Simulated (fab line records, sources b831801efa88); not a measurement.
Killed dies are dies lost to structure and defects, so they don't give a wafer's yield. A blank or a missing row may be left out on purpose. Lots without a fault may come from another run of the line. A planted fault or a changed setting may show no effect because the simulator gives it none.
Which tool did it? | flow gf180mcu | 14 lots, 42 wafers sampled, at 5 steps of a route of 602

WHAT THE GAUGES READ, wafer by wafer
GF_HV_LDD_TW_MEAS_23.
lot  | measured     | on            | HV_LDD_2_TW
L210 | day 10 21:10 | film_metro-03 | 1045 1049 1048
L211 | day 11 08:25 | film_metro-03 | 1053 1050 1047
L213 | day 11 18:39 | film_metro-01 | 1051 1060 1057
L214 | day 12 04:04 | film_metro-02 | 1051 1063 1062
L215 | day 12 07:37 | film_metro-01 | 1053 1050 1046
L216 | day 12 19:50 | film_metro-02 | 1066 1061 1056
L217 | day 13 04:48 | film_metro-02 | 1061 1056 1057
L219 | day 13 21:55 | film_metro-02 | 1057 1054 1059
L223 | day 15 11:04 | film_metro-03 | 958 955 959 954 956 951
L225 | day 15 20:59 | film_metro-03 | 952 952 955 950 951 954
L224 | day 15 22:12 | film_metro-02 | 1056 1056 1057
L226 | day 16 01:27 | film_metro-03 | 1041 1037 1035
L229 | day 17 01:55 | film_metro-01 | 1048 1048 1047
L230 | day 17 10:22 | film_metro-01 | 1046 1056 1050

GF_M4_OVL_MEAS_15.
lot  | measured     | on         | M4_OVL (nm)
L210 | day 23 13:07 | overlay-01 | 8 7 4
L211 | day 24 02:38 | overlay-02 | -5 -6 0
L213 | day 24 14:34 | overlay-01 | -6 -7 -13
L214 | day 25 03:58 | overlay-01 | -2 1 -1
L215 | day 25 05:04 | overlay-02 | 2 -1 5
L216 | day 25 23:16 | overlay-02 | -1 2 7
L217 | day 26 04:46 | overlay-02 | 5 5 12
L219 | day 27 00:11 | overlay-02 | -4 -4 -6
L223 | day 28 15:21 | overlay-02 | 5 2 5
L225 | day 28 20:39 | overlay-02 | 7 7 1
L224 | day 28 21:23 | overlay-02 | -4 -5 -6
L226 | day 28 22:54 | overlay-02 | 6 4 -1
L229 | day 29 19:09 | overlay-01 | -1 -5 -2
L230 | day 30 01:19 | overlay-02 | 10 -4 9

WHICH TOOL RAN EACH LOT (tool, then ch and the chambers of the sampled wafers, then the start)
lot  | GF_HV_LDD_IMPLANT_21            | GF_V2_CVD_02                    | GF_V3_CVD_23
L210 | implanter-02 ch 0, day 10 20:56 | pecvd-02 ch 0,1, day 19 08:52   | cvd_w-02 ch 0,1, day 22 13:40
L211 | implanter-04 ch 0, day 11 08:11 | pecvd-01 ch 1,2, day 19 22:44   | cvd_w-01 ch 0, day 23 03:21
L213 | implanter-02 ch 0, day 11 18:24 | pecvd-04 ch 0,1,2, day 20 12:20 | cvd_w-02 ch 1, day 23 15:26
L214 | implanter-01 ch 0, day 12 03:50 | pecvd-04 ch 0,1, day 21 02:55   | cvd_w-02 ch 0,1, day 24 04:23
L215 | implanter-01 ch 0, day 12 07:23 | pecvd-02 ch 1,2, day 21 04:37   | cvd_w-01 ch 0,1, day 24 06:40
L216 | implanter-02 ch 0, day 12 19:37 | pecvd-02 ch 0,2, day 21 20:34   | cvd_w-02 ch 0,1, day 25 01:10
L217 | implanter-02 ch 0, day 13 04:33 | pecvd-04 ch 0,2, day 22 06:53   | cvd_w-02 ch 0,1, day 25 06:30
L219 | implanter-02 ch 0, day 13 21:41 | pecvd-02 ch 0,1, day 23 03:55   | cvd_w-01 ch 1, day 26 02:37
L223 | implanter-02 ch 0, day 15 10:50 | pecvd-01 ch 0,1, day 25 00:17   | cvd_w-01 ch 0,1, day 27 18:33
L225 | implanter-02 ch 0, day 15 20:44 | pecvd-01 ch 0,2, day 25 04:56   | cvd_w-02 ch 0, day 28 00:13
L224 | implanter-01 ch 0, day 15 21:58 | pecvd-02 ch 1,2, day 25 05:31   | cvd_w-01 ch 0,1, day 28 00:47
L226 | implanter-01 ch 0, day 16 01:13 | pecvd-02 ch 0,1,2, day 25 07:11 | cvd_w-02 ch 0,1, day 28 02:08
L229 | implanter-01 ch 0, day 17 01:40 | pecvd-01 ch 1,2, day 26 06:13   | cvd_w-01 ch 0,1, day 28 23:23
L230 | implanter-01 ch 0, day 17 10:00 | pecvd-02 ch 0,1, day 26 13:39   | cvd_w-02 ch 0,1, day 29 05:34
- GF_HV_LDD_IMPLANT_21
- GF_V2_CVD_02: deposits SiO2 from TEOS, target thk 850 nm, time 94.851 s.
- GF_V3_CVD_23: deposits W, target thk 350 nm, time 104.9 s.

WHAT THE TOOLS THEMSELVES READ (means of the sampled wafers that have a number; where no wafer has one, the mark that the record gives instead)
GF_HV_LDD_IMPLANT_21.
lot  | tool         | beam_energy_keV
L210 | implanter-02 | 25.004
L211 | implanter-04 | 25.005
L213 | implanter-02 | 25.001
L214 | implanter-01 | 25.006
L215 | implanter-01 | 24.992
L216 | implanter-02 | 25.001
L217 | implanter-02 | 25.000
L219 | implanter-02 | 24.996
L223 | implanter-02 | 18.699
L225 | implanter-02 | 18.697
L224 | implanter-01 | 24.998
L226 | implanter-01 | 24.997
L229 | implanter-01 | 24.997
L230 | implanter-01 | 25.009

GF_V2_CVD_02.
lot  | tool     | heater_power_w (W)
L210 | pecvd-02 | 527
L211 | pecvd-01 | 609
L213 | pecvd-04 | 622
L214 | pecvd-04 | 655
L215 | pecvd-02 | 624
L216 | pecvd-02 | 543
L217 | pecvd-04 | 636
L219 | pecvd-02 | 532
L223 | pecvd-01 | 667
L225 | pecvd-01 | 741
L224 | pecvd-02 | 590
L226 | pecvd-02 | 579
L229 | pecvd-01 | 622
L230 | pecvd-02 | 602

GF_V3_CVD_23.
lot  | tool     | heater_power_w (W)
L210 | cvd_w-02 | 822
L211 | cvd_w-01 | 860
L213 | cvd_w-02 | 896
L214 | cvd_w-02 | 855
L215 | cvd_w-01 | 858
L216 | cvd_w-02 | 819
L217 | cvd_w-02 | 857
L219 | cvd_w-01 | 863
L223 | cvd_w-01 | 876
L225 | cvd_w-02 | 806
L224 | cvd_w-01 | 876
L226 | cvd_w-02 | 866
L229 | cvd_w-01 | 866
L230 | cvd_w-02 | 825

THE ANSWER, worked out from the rows above alone
Rule: what is usual is taken from the lots themselves. Put in order of their means at a reading, lots are off if they are a third of the lots or fewer, leave a main group of 4 or more, and stand apart from it by a gap of 3 or more times the standard deviation of the main group's means; of several such gaps the widest counts. A main group whose means are all the same, to the digits that the tables above print for the reading, isn't used. A lot without any number at a reading at which 4 lots or more have one is off too. The other lots that the step has rows for count as sound. The gauges are gone through in route order, then the tools' own readings, and for those a lot's mean is taken as printed above. The first step at which some lot is off is used, and at that step the reading that is off furthest; a lot without a number counts as furthest.
Off: L223, L225, at GF_HV_LDD_TW_MEAS_23 (HV_LDD_2_TW). The main group: mean 1052, standard deviation 6.3.
A tool fits if, at a process step before that reading, it ran every lot that is off, and no sound lot after the first of them. The gauges at GF_HV_LDD_TW_MEAS_23 aren't tried: what is off there is off at GF_HV_LDD_IMPLANT_21 too, on other tools, and a gauge's error can't cause that. One fits: implanter-02 at GF_HV_LDD_IMPLANT_21. Its last sound lot is L219 (day 13 21:41), its first lot that is off L223 (day 15 10:50): a fault that began between those two fits.
The tool's own readings at GF_HV_LDD_IMPLANT_21 bear it out: on the lots that are off they differ by more than 5 times the standard deviation of the sound lots' means. beam_energy_keV reads 18.698 there against 25.000 on the sound lots.

WHAT THE SIMULATOR HAD PUT IN
Process parameter drift: implanter-02, from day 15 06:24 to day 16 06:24, at GF_HV_LDD_IMPLANT_21. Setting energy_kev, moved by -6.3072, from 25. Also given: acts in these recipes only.
Lots struck among those shown: L223, L225. The rule above found the same.
